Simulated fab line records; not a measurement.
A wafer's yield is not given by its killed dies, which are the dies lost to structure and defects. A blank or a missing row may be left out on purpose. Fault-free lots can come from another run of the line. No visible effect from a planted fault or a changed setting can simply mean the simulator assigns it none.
A lot that was struck, set against a sound lot -- flow sky130 -- 17 steps out of a route of 708
Sound: the wafers L389.2, L389.4, L389.5. The struck wafers were L405.3, L405.5, L405.6. The cause is given at the end.
Order at every step that has rows: each side's tool, ch and its chambers, its first start. Under that, the readings that differ: sound wafers -- struck wafers -- difference of the means -- sigmas: that difference in standard deviations of wafers without a fault.
alike: a reading whose means differ by less than 2 such deviations, as well as words and numbers matching on both sides. not compared: withheld readings; readings where some wafer has no value; bounds like >300 that might hide an equal value; numbers whose values overlap and for which the record gives no deviation.
Wherever a step has rows on one side only, a row that says differs or no value, or a row with sigmas, the two part there. When numbers do not overlap yet have no deviation, they are printed without sigmas and do not part them. A reading missing from all wafers of one side parts the sides only when that side holds two or more wafers.

first, 1 step without rows for these wafers: SKY_VT_ADJUST_LVTN_IMPLANT_19.
SKY_VT_ADJUST_LVTN_STRIP_20: strips in O2/N2.
  sound on plasma-asher-03 ch 0,1, day 9 14:27; struck on plasma-asher-03 ch 0,1, day 14 08:42
  alike: chamber-pressure-mTorr, drypump-motor-current-A, oes-product-au, strip-time-to-endpoint-s
  not compared: rf-hours-counter-h
SKY_VT_ADJUST_LVTN_TW_MEAS_21:
  sound on film-metro-03 at day 9 14:34; struck on film-metro-03 at day 14 08:47
  alike: VT_ADJUST_LVTN_2_TW
then, 7 steps without rows for these wafers: SKY_VT_ADJUST_NCORE_DEHYDRATE_00 (time 60 s); SKY_VT_ADJUST_NCORE_HMDS_01 (prime time 60 s); SKY_VT_ADJUST_NCORE_COAT_02 (resist thk 1140 nm); SKY_VT_ADJUST_NCORE_SOFTBAKE_03 (time 60 s); SKY_VT_ADJUST_NCORE_EXPOSE_04 (exposes mask LVTN COMPLEMENT THIN, target cd 380 nm); SKY_VT_ADJUST_NCORE_PEB_05; SKY_VT_ADJUST_NCORE_DEVELOP_06 (develop time 60 s).
SKY_VT_ADJUST_NCORE_CD_MEAS_07 targets a cd of 380 nm.
  sound on cd-sem-02 at day 10 12:30; struck on cd-sem-01 at day 15 11:07
  alike: cd-nm
SKY_VT_ADJUST_NCORE_OVL_MEAS_08:
  sound on overlay-02 at day 10 12:36; struck on overlay-02 at day 15 11:13
reading,sound,struck,difference,sigmas
VT_ADJUST_NCORE_OVL (nm),1.5 0.3 1.8,-3.2 -2.5 -3.5,-4.3,-3
SKY_VT_ADJUST_NCORE_IMPLANT_09:
  sound on implanter-03 ch 0, day 10 12:40; struck on implanter-02 ch 0, day 15 11:17
reading,sound,struck,difference,sigmas
beam-on-s (s),9.78 9.96 9.73,12.99 12.72 12.42,+2.89,+16
faraday-current-uA,13.81 13.60 13.88,10.42 10.65 10.91,-3.10,-12
  alike: end-station-pressure-torr
SKY_VT_ADJUST_NCORE_STRIP_10: strips in O2/N2.
  sound on plasma-asher-04 ch 0,1, day 10 12:47; struck on plasma-asher-02 ch 0,1, day 15 11:25
  alike: chamber-pressure-mTorr, drypump-motor-current-A, oes-product-au, strip-time-to-endpoint-s
  not compared: rf-hours-counter-h
SKY_VT_ADJUST_NCORE_TW_MEAS_11:
  sound on film-metro-01 at day 10 12:53; struck on film-metro-03 at day 15 11:30
reading,sound,struck,difference,sigmas
VT_ADJUST_NCORE_TW,220.3 222.2 220.6,232.2 232.6 232.1,+11.3,+9
then, 1 step without rows for these wafers: SKY_VT_ADJUST_HVTR_DEHYDRATE_00 (time 60 s).
-- record jumps: 35 days separate the struck wafers' starts on either side; left off in module VT_ADJUST_HVTR, taken up again in module PAD_OPEN, whose first shown step is the route's number 708 --
SKY_PAD_OPEN_PROBE_99:
  sound on prober-01 at day 47 11:05; struck on prober-01 at day 50 22:25
reading,sound,struck,difference,sigmas
model.etest.nfet_16v.r-on-ohm-um,1.424e+04 1.437e+04 1.426e+04,1.555e+04 1.545e+04 1.537e+04,+1.167e+03,
model.etest.pfet_16v.r-on-ohm-um,1.47e+04 1.498e+04 1.471e+04,1.461e+04 1.461e+04 1.447e+04,-2.333e+02,
model.etest.pfet-g5v0d10v5.r-on-ohm-um,4595 4616 4669,4411 4415 4436,-206,
model.etest.tip-p.rs-ohm-sq,6825 6846 6832,6734 6750 6662,-119,
model.etest.res-pwell-under-gate.rs-ohm-sq,2280 2286 2286,2221 2196 2209,-75,
model.etest.nfet-g5v0d10v5.r-on-ohm-um,1847 1862 1868,1947 1972 1924,+89,
model.etest.tip_p_5v.rs-ohm-sq,2844 2840 2831,2785 2772 2774,-61,
  alike: killed_at_M0_to_M3, killed_at_M4_up, killed-at-contacts, killed-at-front-end, killed-at-other, killed-dies, killed-open, killed-short
  not compared: model.etest.pfet_01v8.r-on-ohm-um

WHERE THEY PART
First at SKY_VT_ADJUST_NCORE_OVL_MEAS_08; last, within this record, at SKY_VT_ADJUST_NCORE_TW_MEAS_11. Later steps at which nothing parts them and some readings are alike: SKY_PAD_OPEN_PROBE_99.

WHY: what the simulator had put in
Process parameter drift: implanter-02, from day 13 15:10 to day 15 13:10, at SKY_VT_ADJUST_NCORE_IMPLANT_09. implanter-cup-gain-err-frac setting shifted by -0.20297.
